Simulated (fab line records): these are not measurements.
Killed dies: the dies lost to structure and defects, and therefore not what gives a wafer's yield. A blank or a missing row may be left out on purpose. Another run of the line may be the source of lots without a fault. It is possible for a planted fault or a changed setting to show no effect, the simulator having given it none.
Which tool is to blame? / flow gf180mcu / 12 lots, 36 wafers sampled, at 3 steps of a route of 602

## WHAT THE GAUGES SHOWED, per wafer
GF_M1_CD_MEAS_14: the cd target is 230 nm.
lot=L075; measured=day 17 12:29; on=cd sem-02; cd nm (nm)=231.2 230.8 230.6
lot=L077; measured=day 18 05:29; on=cd sem-01; cd nm (nm)=229.1 228.3 229.9
lot=L079; measured=day 19 06:07; on=cd sem-02; cd nm (nm)=229.9 229.1 230.3
lot=L081; measured=day 19 17:11; on=cd sem-02; cd nm (nm)=229.9 229.4 229.1
lot=L083; measured=day 20 21:11; on=cd sem-01; cd nm (nm)=232.1 231.9 231.8
lot=L085; measured=day 21 13:34; on=cd sem-01; cd nm (nm)=229.5 229.1 230.6
lot=L087; measured=day 23 00:13; on=cd sem-02; cd nm (nm)=229.3 229.5 229.1
lot=L088; measured=day 23 03:19; on=cd sem-02; cd nm (nm)=231.6 230.5 231.3
lot=L091; measured=day 23 16:34; on=cd sem-01; cd nm (nm)=230.2 229.5 230.2
lot=L093; measured=day 24 05:47; on=cd sem-02; cd nm (nm)=230.1 228.3 228.8
lot=L095; measured=day 24 18:16; on=cd sem-02; cd nm (nm)=228.2 227.8 229.3
lot=L097; measured=day 25 13:16; on=cd sem-02; cd nm (nm)=234.0 231.1 232.0

## WHAT TOOL EACH LOT RAN ON (gives the tool, then ch and the chambers of the sampled wafers, and finally the start)
lot=L075; GF_CONTACT_CMP_04=cmp-01 ch 0,1,3, day 15 13:44; GF_M1_SPUTTER_02=pvd sputter-02, day 16 13:16
lot=L077; GF_CONTACT_CMP_04=cmp-01 ch 0,3, day 16 04:56; GF_M1_SPUTTER_02=pvd sputter-04, day 17 05:38
lot=L079; GF_CONTACT_CMP_04=cmp-01 ch 0,1, day 17 04:36; GF_M1_SPUTTER_02=pvd sputter-03, day 18 05:56
lot=L081; GF_CONTACT_CMP_04=cmp-01 ch 2,3, day 17 15:07; GF_M1_SPUTTER_02=pvd sputter-02, day 18 16:41
lot=L083; GF_CONTACT_CMP_04=cmp-02 ch 0,1,2, day 18 18:25; GF_M1_SPUTTER_02=pvd sputter-04, day 19 20:44
lot=L085; GF_CONTACT_CMP_04=cmp-02 ch 0,1,3, day 19 11:11; GF_M1_SPUTTER_02=pvd sputter-02, day 20 13:23
lot=L087; GF_CONTACT_CMP_04=cmp-01 ch 0,2,3, day 20 23:24; GF_M1_SPUTTER_02=pvd sputter-03, day 22 00:53
lot=L088; GF_CONTACT_CMP_04=cmp-02 ch 1,2, day 21 01:50; GF_M1_SPUTTER_02=pvd sputter-04, day 22 04:01
lot=L091; GF_CONTACT_CMP_04=cmp-01 ch 2,3, day 21 16:47; GF_M1_SPUTTER_02=pvd sputter-02, day 22 17:46
lot=L093; GF_CONTACT_CMP_04=cmp-02 ch 1,2,3, day 22 05:11; GF_M1_SPUTTER_02=pvd sputter-02, day 23 06:38
lot=L095; GF_CONTACT_CMP_04=cmp-02 ch 0,1,2, day 22 19:42; GF_M1_SPUTTER_02=pvd sputter-02, day 23 20:13
lot=L097; GF_CONTACT_CMP_04=cmp-01 ch 0,2,3, day 23 15:22; GF_M1_SPUTTER_02=pvd sputter-02, day 24 15:37
- GF_CONTACT_CMP_04: polishes SiO2.
- GF_M1_SPUTTER_02: material AlCu, target thk 450 nm, time 23.9 s.

## THE ANSWER, worked out from the rows above alone
Rule: usual is defined by the lots themselves. Put in order of their means at a reading, lots are off if they are a third of the lots or fewer, leave a main group of 4 or more, and stand apart from it by a gap of 3 or more times the standard deviation of the main group's means; of several such gaps the widest counts. A main group is skipped when, at the precision printed for the reading in the tables above, its means are all equal. A lot without any number at a reading at which 4 lots or more have one is off too. Any other lot the step has rows for is counted as sound.
Nothing can be told from this: no lot is off at any reading shown.

## WHAT THE SIMULATOR PUT IN
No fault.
